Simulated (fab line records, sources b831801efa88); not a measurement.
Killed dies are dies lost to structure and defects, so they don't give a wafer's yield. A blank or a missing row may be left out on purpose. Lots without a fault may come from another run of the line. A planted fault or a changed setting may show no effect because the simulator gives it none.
fab line records | flow gf180mcu
record lots=12 wafers=36 last_day=34
route steps=602 shown STI@30 V1@352 M2@378 V2@386
lots that met no fault: from a run of the same line without faults
start_h: hours from the record's first day to the start of the lot's first wafer shown | wait_h: hours since the lot's step before | " the same as in the row above | L1.1+2: a row that stands for several wafers | - no value, or no start given | * or withheld: withheld | < > ~ a bound
route shown NAME@n: a module of which the file shows steps, and the number in the route of the first | usual: mean/standard deviation of fault-free wafers | same: alike in all rows | chamber/n: place in a boat | sites: the reading at each site | _std_site: their standard deviation | _edge_site: outer sites' mean less inner sites' | radius_mm: how far each site lies from the wafer's centre | mask NAME#n: copy n | behind: the tool/chamber that last shaped the wafer | hold: why the lot was held/for how many hours/how that ended | device: the transistor (n, p or np) that didn't switch | end of line: the same wafers' tests at the end of the route | a step without rows: its recipe alone | killed: dies lost to structure and defects at the first sort, not the wafer's yield | map: a wafer's dies, x killed, . not, _ none there
set.NAME: the setting as run; set.NAME@STEP: as run at that earlier step | model.NAME: the simulator's own value behind a step, which no gauge read
steps of the route over a sample of lots; a table a step, a row a wafer
services: from which hour (start_h, from the record's first day; less than 0 if before it) a tool's chamber was out of use, for how many hours, and why
## steps
# step GF_STI_OXIDATION_29
# recipe temp_c=900 ambient=O2 stabilise_s=600 purge_s=300 target_thk_a=100 ox_time_s=1418
# usual ox_temp_c_max=905.1/1.4 ox_time_s=1418/0 zone_power_centre_pct=15.9/1.3 zone_power_top_pct=33.0/2.5
# columns lot.wafer tool chamber start_h wait_h ox_temp_c_max ox_time_s zone_power_centre_pct zone_power_top_pct
L467.4 furnace-01 0 28.27 0.7 905.0 1418 14.6 30.3
L467.5 " 0 " " 905.6 1418 14.6 30.9
L467.6 " 0 " " 906.7 1418 14.4 30.4
L468.1 furnace-02 0 34.78 1.0 904.4 1418 17.2 36.0
L468.2 " 0 " " 903.1 1418 17.1 35.3
L468.4 " 0 " " 903.6 1418 17.1 35.9
L469.2 furnace-01 0 38.89 0.0 905.5 1418 14.5 30.0
L469.4 " 0 " " 906.1 1418 14.7 30.3
L469.5 " 0 " " 905.6 1418 14.5 31.1
L470.1 furnace-02 0 43.55 0.0 903.4 1418 17.4 35.5
L470.3 " 0 " " 904.4 1418 17.5 35.4
L470.5 " 0 " " 904.3 1418 17.1 35.0
L472.1 furnace-01 0 55.44 0.0 905.9 1418 14.5 30.9
L472.2 " 0 " " 905.2 1418 14.7 30.8
L472.3 " 0 " " 905.3 1418 14.6 30.8
L473.1 furnace-01 0 59.11 0.0 907.4 1418 14.9 30.3
L473.4 " 0 " " 907.8 1418 14.6 30.4
L473.6 " 0 " " 905.1 1418 14.5 30.2
L474.1 furnace-02 0 66.60 1.0 904.0 1418 17.3 35.7
L474.2 " 0 " " 904.4 1418 17.2 35.0
L474.4 " 0 " " 903.5 1418 17.2 35.5
L475.2 furnace-01 0 71.72 0.0 905.0 1418 14.6 30.8
L475.3 " 0 " " 904.5 1418 14.5 30.5
L475.4 " 0 " " 905.5 1418 14.7 29.9
L478.2 furnace-02 0 88.39 3.2 903.5 1418 17.3 35.1
L478.5 " 0 " " 903.9 1418 17.4 35.4
L478.6 " 0 " " 904.7 1418 17.5 36.0
L480.3 furnace-01 0 95.46 0.0 907.2 907.52 14.6 30.5
L480.4 " 0 " " 904.8 907.52 14.4 30.6
L480.6 " 0 " " 906.9 907.52 14.5 30.6
L482.2 furnace-01 0 109.27 1.2 905.5 907.52 14.6 30.2
L482.4 " 0 " " 906.9 907.52 14.8 30.8
L482.6 " 0 " " 905.9 907.52 14.7 30.0
L490.2 furnace-02 0 147.96 0.5 903.6 1418 17.3 35.2
L490.5 " 0 " " 904.9 1418 17.2 34.9
L490.6 " 0 " " 903.7 1418 17.1 35.9
# step GF_STI_THK_MEAS_30
# recipe reads=SiO2_of_STI_OXIDATION_29
# usual STI_OXIDATION_02_THK=10.09/0.2
# columns lot.wafer tool chamber start_h wait_h STI_OXIDATION_02_THK[nm]
L467.4 film_metro-03 - 29.69 0.0 9.85
L467.5 " - " " 9.68
L467.6 " - " " 9.81
L468.1 film_metro-04 - 36.18 0.0 10.57
L468.2 " - " " 10.33
L468.4 " - " " 10.29
L469.2 film_metro-03 - 40.29 0.0 9.80
L469.4 " - " " 10.04
L469.5 " - " " 9.85
L470.1 film_metro-03 - 44.94 0.0 9.87
L470.3 " - " " 9.97
L470.5 " - " " 10.14
L472.1 film_metro-03 - 56.83 0.0 9.92
L472.2 " - " " 10.16
L472.3 " - " " 10.08
L473.1 film_metro-02 - 60.50 0.0 9.72
L473.4 " - " " 9.93
L473.6 " - " " 9.89
L474.1 film_metro-02 - 67.99 0.0 10.15
L474.2 " - " " 10.00
L474.4 " - " " 9.92
L475.2 film_metro-03 - 73.12 0.0 10.34
L475.3 " - " " 10.25
L475.4 " - " " 10.29
L478.2 film_metro-02 - 89.80 0.0 10.05
L478.5 " - " " 10.00
L478.6 " - " " 10.04
L480.3 film_metro-02 - 96.88 0.0 7.60
L480.4 " - " " 7.34
L480.6 " - " " 7.28
L482.2 film_metro-02 - 110.67 0.0 7.77
L482.4 " - " " 7.48
L482.6 " - " " 7.53
L490.2 film_metro-02 - 149.37 0.0 9.88
L490.5 " - " " 9.94
L490.6 " - " " 9.85
# step GF_V1_ETCH_17
# recipe chemistry=C4F8/O2/Ar mask_material=KrF target=SiO2 stop_on=TiN source_w=1500 bias_w=1200 pressure_mtorr=40 c4f8_flow_sccm=withheld O2_flow_sccm=6 Ar_flow_sccm=300 time_s=withheld target_depth_a=6300
# usual bias_w=1200/3.6 oes_product_au=0.856/0.0045
# columns lot.wafer tool chamber start_h wait_h bias_w oes_product_au
L467.4 rie_diel-04 3 - - 1197 0.857
L467.5 " 2 " " 1199 0.850
L467.6 " 1 " " 1197 0.855
L468.1 rie_diel-01 2 - - 1196 0.857
L468.2 " 3 " " 1195 0.847
L468.4 " 0 " " 1199 0.853
L469.2 rie_diel-02 0 - - 1198 0.852
L469.4 " 2 " " 1202 0.857
L469.5 " 3 " " 1204 0.849
L470.1 rie_diel-01 3 - - 1202 0.864
L470.3 " 1 " " 1200 0.856
L470.5 " 2 " " 1202 0.860
L472.1 rie_diel-02 1 - - 1205 0.859
L472.2 " 3 " " 1199 0.856
L472.3 " 2 " " 1194 0.854
L473.1 rie_diel-02 3 - - 1204 0.856
L473.4 " 0 " " 1201 0.854
L473.6 " 1 " " 1197 0.847
L474.1 rie_diel-02 3 - - 1203 0.856
L474.2 " 0 " " 1199 0.861
L474.4 " 2 " " 1208 0.845
L475.2 rie_diel-04 3 - - 1198 0.855
L475.3 " 0 " " 1196 0.860
L475.4 " 2 " " 1200 0.853
L478.2 rie_diel-04 0 - - 1205 0.859
L478.5 " 0 " " 1202 0.860
L478.6 " 1 " " 1203 0.858
L480.3 rie_diel-01 2 - - 1209 0.864
L480.4 " 1 " " 1199 0.850
L480.6 " 2 " " 1206 0.856
L482.2 rie_diel-02 2 - - 1198 0.851
L482.4 " 1 " " 1195 0.860
L482.6 " 1 " " 1202 0.863
L490.2 rie_diel-01 1 - - 1201 0.863
L490.5 " 1 " " 1201 0.857
L490.6 " 2 " " 1194 0.863
# step GF_M2_METAL_ETCH_16
# recipe chemistry=Cl2/BCl3 mask_material=KrF target_depth_nm=627.5 stop_on=SiO2 pressure_mtorr=8 icp_w=800 bias_w=140 Cl2_flow_sccm=80 bcl3_flow_sccm=40 time_s=104.6
# usual bias_w=140.0/0.45 drypump_motor_current_A=5.6/0.48 oes_product_au=0.970/0.006 throttle_valve_pct=28.251/0.01
# columns lot.wafer tool chamber start_h wait_h bias_w drypump_motor_current_A oes_product_au rf_hours_counter_h throttle_valve_pct
L467.4 rie_metal-01 1 441.58 0.0 139.1 5.2 0.960 - 28.253
L467.5 " 1 " " 139.4 5.2 0.971 - 28.251
L467.6 " 0 " " 140.1 6.2 0.977 - 28.247
L468.1 rie_metal-03 0 449.19 0.0 139.2 5.4 0.967 9.0 28.260
L468.2 " 1 " " 140.6 5.7 0.960 8.5 28.256
L468.4 " 0 " " 140.0 5.4 0.956 - 28.271
L469.2 rie_metal-04 1 460.93 0.0 140.8 6.3 0.974 6.2 28.232
L469.4 " 1 " " 140.1 6.3 0.971 - 28.250
L469.5 " 0 " " 139.8 5.0 0.974 - 28.243
L470.1 rie_metal-03 0 468.29 0.0 140.4 5.4 0.982 9.3 28.244
L470.3 " 1 " " 140.4 5.7 0.970 - 28.251
L470.5 " 0 " " 139.9 5.4 0.978 - 28.243
L472.1 rie_metal-03 1 488.99 0.0 139.1 5.7 0.974 9.4 28.261
L472.2 " 0 " " 140.7 5.3 0.966 9.9 28.250
L472.3 " 0 " " 140.4 5.3 0.968 - 28.250
L473.1 rie_metal-04 0 495.98 0.0 139.9 5.0 0.970 7.5 28.236
L473.4 " 1 " " 139.6 6.3 0.973 - 28.253
L473.6 " 1 " " 140.1 6.3 0.968 - 28.255
L474.1 rie_metal-01 1 511.38 0.0 140.8 5.2 0.973 7.9 28.259
L474.2 " 0 " " 139.8 6.2 0.976 10.6 28.255
L474.4 " 1 " " 140.0 5.2 0.971 - 28.246
L475.2 rie_metal-04 0 519.71 0.0 140.1 4.9 0.975 7.9 28.252
L475.3 " 1 " " 139.9 6.3 0.977 - 28.259
L475.4 " 0 " " 140.1 4.9 0.972 - 28.262
L478.2 rie_metal-03 1 544.76 0.0 139.9 5.8 0.966 10.6 28.257
L478.5 " 0 " " 140.2 5.4 0.974 - 28.271
L478.6 " 1 " " 139.6 5.7 0.967 - 28.244
L480.3 rie_metal-01 1 558.71 0.1 140.2 5.2 0.963 - 28.251
L480.4 " 1 " " 140.1 5.2 0.979 - 28.246
L480.6 " 1 " " 140.4 5.2 0.962 - 28.255
L482.2 rie_metal-01 1 576.29 0.1 139.2 5.2 0.957 - 28.246
L482.4 " 1 " " 140.1 5.2 0.968 - 28.261
L482.6 " 1 " " 140.1 5.2 0.971 - 28.236
L490.2 rie_metal-01 0 632.69 0.0 140.2 6.2 0.974 1.5 28.238
L490.5 " 1 " " 139.5 5.2 0.980 - 28.250
L490.6 " 0 " " 139.9 6.2 0.975 - 28.241
# step GF_V2_CMP_04
# recipe material=SiO2 down_force_psi=4 platen_rpm=60 pad_velocity_m_s=0.94248
# usual motor_current_A=12.0/1.3 time_to_endpoint_s=83/5.1
# columns lot.wafer tool chamber start_h wait_h motor_current_A time_to_endpoint_s
L467.4 cmp-02 2 442.57 0.1 12.2 85
L467.5 " 1 " " 12.7 83
L467.6 " 2 " " 12.5 82
L468.1 cmp-01 1 450.20 0.1 11.6 86
L468.4 " 2 " " 13.2 86
L468.2 " 3 " " 13.5 84
L469.2 cmp-01 2 461.95 0.0 12.0 81
L469.4 " 0 " " 10.6 88
L469.5 " 2 " " 12.3 87
L470.3 cmp-02 2 469.31 0.0 12.7 77
L470.1 " 0 " " 11.2 78
L470.5 " 2 " " 12.3 79
L472.1 cmp-01 2 489.93 0.1 12.6 82
L472.2 " 3 " " 14.2 86
L472.3 " 0 " " 10.1 84
L473.1 cmp-01 0 496.90 0.1 10.5 87
L473.4 " 1 " " 11.6 87
L473.6 " 1 " " 11.6 93
L474.4 cmp-01 1 512.45 0.1 10.5 90
L474.2 " 2 " " 12.4 86
L474.1 " 3 " " 13.5 88
L475.4 cmp-02 2 520.68 0.1 12.6 86
L475.3 " 3 " " 9.6 79
L475.2 " 0 " " 11.5 78
L478.2 cmp-01 1 545.76 0.1 11.8 82
L478.6 " 3 " " 14.3 88
L478.5 " 0 " " 10.3 90
L480.4 cmp-01 0 559.70 0.0 10.0 85
L480.3 " 3 " " 14.1 77
L480.6 " 1 " " 12.2 90
L482.2 cmp-01 3 577.41 0.1 13.9 83
L482.4 " 0 " " 10.6 82
L482.6 " 2 " " 12.2 77
L490.2 cmp-01 2 633.60 0.0 12.5 79
L490.6 " 2 " " 13.0 83
L490.5 " 3 " " 14.7 84
## services
# columns tool chamber start_h hours kind
rie_metal-01 1 11.05 2.5 repair
rie_diel-02 3 62.91 6.1 repair
cmp-01 - 96.31 3.0 repair
furnace-01 - 114.02 2.5 pm
rie_diel-02 - 120.56 1.1 repair
furnace-02 - 134.35 3.7 pm
furnace-01 - 146.51 2.9 pm
cmp-01 - 150.02 2.8 repair
cmp-01 - 185.28 1.8 repair
cmp-01 - 232.05 4.0 pm
cmp-01 - 256.24 2.6 repair
cmp-01 - 340.54 7.4 pm
cmp-01 - 390.77 0.8 repair
furnace-01 - 396.95 3.5 pm
cmp-01 - 401.35 9.3 repair
cmp-01 - 437.14 2.8 repair
furnace-01 - 481.33 2.9 pm
furnace-01 - 484.23 3.9 pm
cmp-01 - 519.34 0.7 repair
cmp-01 - 523.45 0.3 repair
cmp-01 - 572.05 4.0 pm
cmp-01 - 591.01 0.5 repair
cmp-01 - 601.76 2.0 repair
cmp-01 - 622.45 6.4 pm
## key
first_sign step=GF_STI_OXIDATION_29 reading=ox_time_s direction=down sigmas=99+ usual=* struck=*
effect step=GF_STI_THK_MEAS_30 reading=STI_OXIDATION_02_THK direction=down sigmas=13 usual=10.09 struck=7.50
met_at GF_STI_OXIDATION_29
struck_lots L480,L482
tester_left_out L480,L482
not_acting_at GF_V1_ETCH_17,GF_M2_METAL_ETCH_16,GF_V2_CMP_04
onset_between 71.72 95.46
fault kind=process_parameter_drift tool=furnace-01 chamber=- onset_h=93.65 steps=GF_STI_OXIDATION_29 channel=ox_time_s offset=* shape=step end_h=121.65 acts_in=* stated=*
# tester_left_out: of these lots the tester's yield and bins aren't shown, on N5 and GAA mostly nor the transistor test; their killed dies are dies lost to structure and defects alone, not to doping, threshold or leakage, so they don't give the yield
